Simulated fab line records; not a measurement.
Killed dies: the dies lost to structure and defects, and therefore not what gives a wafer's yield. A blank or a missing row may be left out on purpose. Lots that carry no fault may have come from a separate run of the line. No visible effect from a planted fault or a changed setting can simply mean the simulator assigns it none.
Which tool did it?	flow sky130	14 lots with 40 wafers sampled at 5 steps, on a route of 708 steps

## WHAT THE GAUGES READ, wafer by wafer
SKY_NWELL_RS_MEAS_29: uses a four-point probe to measure.
lot	measured	on	NWELL_RS (ohm/sq)
L722	day 5 13:45	film_metro-03	625.0 624.7 624.2
L723	day 5 22:04	film_metro-04	626.4 624.7 625.1
L724	day 6 04:20	film_metro-03	623.4 624.6 622.2
L730	day 7 15:14	film_metro-01	624.0 622.6
L732	day 8 03:02	film_metro-04	624.0 623.4
L734	day 8 17:10	film_metro-03	623.6 622.1 623.7
L736	day 9 06:50	film_metro-03	627.9 626.2 627.2
L737	day 9 09:44	film_metro-03	624.6 624.1 621.6
L738	day 9 16:10	film_metro-01	626.6 626.4 624.2
L739	day 10 04:54	film_metro-01	624.6 625.6 626.6
L741	day 10 13:07	film_metro-04	623.6 623.5 623.8
L742	day 11 00:08	film_metro-03	624.5 626.0 626.4
L743	day 11 00:54	film_metro-04	626.5 624.3 623.8
L744	day 11 08:25	film_metro-04	626.0 626.7 626.8

SKY_VT_ADJUST_NCORE_OVL_MEAS_08.
lot	measured	on	VT_ADJUST_NCORE_OVL (nm)
L722	day 9 00:28	overlay-01	0.1 -0.5 -1.0
L723	day 9 09:14	overlay-02	0.5 1.0 0.0
L724	day 9 18:26	overlay-01	-0.6 1.5 -0.8
L730	day 11 10:16	overlay-02	1.2 2.3
L732	day 11 23:28	overlay-01	1.3 0.9
L734	day 12 13:56	overlay-01	0.6 1.1 -0.9
L736	day 13 04:47	overlay-02	-1.0 0.5 0.9
L737	day 13 09:14	overlay-02	0.2 -0.5 -1.7
L738	day 13 15:50	overlay-01	0.1 -0.8 -0.1
L739	day 14 07:26	overlay-01	-0.4 -0.6 0.3
L741	day 14 17:29	overlay-02	-0.5 1.2 1.8
L742	day 15 04:36	overlay-01	1.0 -0.1 0.3
L743	day 15 06:23	overlay-01	0.3 -0.6 0.2
L744	day 15 14:02	overlay-02	2.2 2.8 3.8

SKY_VT_ADJUST_NCORE_TW_MEAS_11.
lot	measured	on	VT_ADJUST_NCORE_TW
L722	day 9 00:46	film_metro-04	217.5 218.5 217.9
L723	day 9 09:31	film_metro-02	218.7 218.9 218.7
L724	day 9 18:43	film_metro-02	218.3 218.3 218.9
L730	day 11 10:33	film_metro-02	218.1 219.7
L732	day 11 23:46	film_metro-01	220.0 219.3
L734	day 12 14:14	film_metro-04	215.9 216.4 216.5
L736	day 13 05:05	film_metro-01	223.1 223.0 222.9
L737	day 13 09:32	film_metro-04	214.6 215.7 215.2
L738	day 13 16:08	film_metro-04	216.0 215.8 215.7
L739	day 14 07:43	film_metro-01	220.5 219.4 219.9
L741	day 14 17:46	film_metro-02	219.2 217.8 219.7
L742	day 15 04:53	film_metro-01	220.0 219.3 220.6
L743	day 15 06:40	film_metro-01	219.6 221.8 221.1
L744	day 15 14:20	film_metro-02	219.0 218.2 217.8

SKY_VT_ADJUST_HVTR_CD_MEAS_07: target cd 380 nm.
lot	measured	on	cd_nm (nm)
L722	day 9 22:35	cd_sem-02	381.4 381.9 381.1
L723	day 10 08:02	cd_sem-02	379.4 379.2 381.6
L724	day 10 16:47	cd_sem-02	384.7 384.9 385.9
L730	day 12 10:48	cd_sem-02	379.6 402.4 379.6 402.0
L732	day 13 00:17	cd_sem-02	400.5 379.2 400.1 379.0
L734	day 13 15:39	cd_sem-01	381.9 406.2 385.0 382.2 406.3 384.9
L736	day 14 06:29	cd_sem-02	381.1 379.7 379.1
L737	day 14 11:20	cd_sem-01	379.1 379.9 379.1
L738	day 14 17:59	cd_sem-01	384.2 383.4 382.6
L739	day 15 10:45	cd_sem-01	378.2 378.5 380.1
L741	day 15 20:52	cd_sem-01	382.8 384.9 384.4
L742	day 16 08:19	cd_sem-01	380.0 379.0 382.0
L743	day 16 10:10	cd_sem-01	379.8 378.6 378.3
L744	day 16 18:50	cd_sem-01	380.8 381.6 381.0

## TOOL THAT RAN EACH LOT (tool first, then ch and the chambers of the sampled wafers, then the start)
lot	SKY_VT_ADJUST_HVTR_DEVELOP_06
L722	litho_track-01 ch 0, day 9 22:19
L723	litho_track-01 ch 0, day 10 07:53
L724	litho_track-01 ch 0, day 10 16:38
L730	litho_track-02 ch 0, day 12 10:40
L732	litho_track-02 ch 0, day 13 00:10
L734	litho_track-02 ch 0, day 13 15:23
L736	litho_track-04 ch 0, day 14 06:21
L737	litho_track-04 ch 0, day 14 11:12
L738	litho_track-01 ch 0, day 14 17:50
L739	litho_track-04 ch 0, day 15 10:36
L741	litho_track-02 ch 0, day 15 20:43
L742	litho_track-04 ch 0, day 16 08:10
L743	litho_track-01 ch 0, day 16 10:01
L744	litho_track-01 ch 0, day 16 18:41
- SKY_VT_ADJUST_HVTR_DEVELOP_06: develop time 60 s.

## AS READ BY THE TOOLS THEMSELVES (means over the sampled wafers that have a number; for cases with no such wafer, the mark the record gives instead)
SKY_VT_ADJUST_HVTR_DEVELOP_06.
lot	tool	developer_temp_C (C)
L722	litho_track-01	23.20
L723	litho_track-01	23.15
L724	litho_track-01	23.09
L730	litho_track-02	23.02
L732	litho_track-02	22.95
L734	litho_track-02	23.10
L736	litho_track-04	23.06
L737	litho_track-04	23.05
L738	litho_track-01	22.88
L739	litho_track-04	22.97
L741	litho_track-02	22.98
L742	litho_track-04	22.98
L743	litho_track-01	22.97
L744	litho_track-01	23.07

## THE ANSWER, worked out from the rows above alone
Rule: the usual values come from the lots themselves. Put in order of their means at a reading, lots are off if they are a third of the lots or fewer, leave a main group of 4 or more, and stand apart from it by a gap of 3 or more times the standard deviation of the main group's means; of several such gaps the widest counts. Not used: any main group whose means are identical at the precision the tables above print for the reading. A lot without any number at a reading at which 4 lots or more have one is off too. All remaining lots with rows at the step are treated as sound. First the gauges in route order, then the tools' own readings, where a lot's mean is used as printed above. The first step at which some lot is off is used, and at that step the reading that is off furthest; a lot without a number counts as furthest.
Nothing can be told from this: no lot is off at any reading shown.

## WHAT THE SIMULATOR HAD PUT IN
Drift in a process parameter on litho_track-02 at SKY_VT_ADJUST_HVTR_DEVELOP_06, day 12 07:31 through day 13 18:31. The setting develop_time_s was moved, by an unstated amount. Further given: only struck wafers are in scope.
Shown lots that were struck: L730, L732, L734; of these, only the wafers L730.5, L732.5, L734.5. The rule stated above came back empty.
